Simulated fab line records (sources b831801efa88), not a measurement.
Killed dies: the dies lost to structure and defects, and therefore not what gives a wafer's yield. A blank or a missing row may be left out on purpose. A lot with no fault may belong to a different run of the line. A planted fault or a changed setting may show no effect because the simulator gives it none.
2 desks looking at one fault    flow sky130    what lay behind the numbers comes last; until then each desk has only its own

== THE TOOL OWNER'S DESK: implanter-02 ==
The tool's own readings at SKY_LDD_LDN_IMPLANT_10: means of the sampled wafers that have a number, for each lot that ran on this tool. A lot is out of limits, marked OUT, if its mean lies more than 4 standard deviations from the usual mean; the brackets give that distance.
Columns: A = dose-ions-cm2 at SKY_LDD_LDN_IMPLANT_10, usual 1.25e+13; B = faraday-current-uA at SKY_LDD_LDN_IMPLANT_10, usual 70.7
lot   first seen here  A                           B
L504  day 23 21:28     1.25e+13                    69.5
L511  day 26 09:50     2.20e+13 (+99 or more) OUT  124.7 (+45) OUT
L512  day 26 18:53     2.20e+13 (+99 or more) OUT  124.6 (+45) OUT
Finding of this desk: L511, L512 out of limits; the first was L511 at day 26 09:50, on dose-ions-cm2 at SKY_LDD_LDN_IMPLANT_10. In limits: L504.

== AT THE METROLOGY DESK ==
Lot by lot, what the gauges showed, no matter which tool ran the lot: averages of those sampled wafers that carry a number. A lot is out of limits, marked OUT, if its mean lies more than 4 standard deviations from the usual mean; the brackets give that distance.
Columns: A = POLY_GATE_CVD_03_THK at SKY_POLY_GATE_THK_MEAS_04, usual 74.9 nm; B = LDD_HVP_OVL at SKY_LDD_HVP_OVL_MEAS_07, usual -0.6 nm; C = LDD_LDN_TW at SKY_LDD_LDN_TW_MEAS_13, usual 1484
lot   first seen here  A     B     C
L502  day 15 16:40     75.2  1.3   1493
L503  day 16 04:16     74.6  -0.7  1473
L504  day 16 04:16     74.9  0.6   1492
L511  day 18 18:22     74.7  -0.4  1562 (+12) OUT
L512  day 19 00:28     74.8  -2.4  1561 (+12) OUT
L513  day 19 08:42     75.0  1.3   1479
L515  day 20 03:21     75.3  -0.9  1497
L517  day 20 19:52     74.8  -0.0  1482
L520  day 21 12:43     74.1  -1.7  1489
L521  day 22 02:24     75.2  -0.4  1473
L522  day 22 11:33     74.9  -0.4  1488
L525  day 23 11:11     74.3  -2.2  1487
This desk reports L511, L512 out of limits; the earliest was L511 at day 26 10:14 (LDD_LDN_TW at SKY_LDD_LDN_TW_MEAS_13). In limits: L502, L503, L504, L513, L515, L517, L520, L521, L522, L525.

== BROUGHT TOGETHER ==
The tool owner's desk had the chance to raise an alarm at day 26 09:50 on L511, L512.
An alarm was possible from the metrology desk at day 26 10:14, on L511, L512.
SKY_LDD_LDN_IMPLANT_10 was run on implanter-02 by each of the lots named.

== WHAT THE SIMULATOR HAD INSERTED ==
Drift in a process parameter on implanter-02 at SKY_LDD_LDN_IMPLANT_10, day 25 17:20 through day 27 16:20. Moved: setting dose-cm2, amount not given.
Lots struck among those shown: L511, L512.
Fault start to first reading out of limits, in hours, per desk: tool owner, 16; metrology, 17.
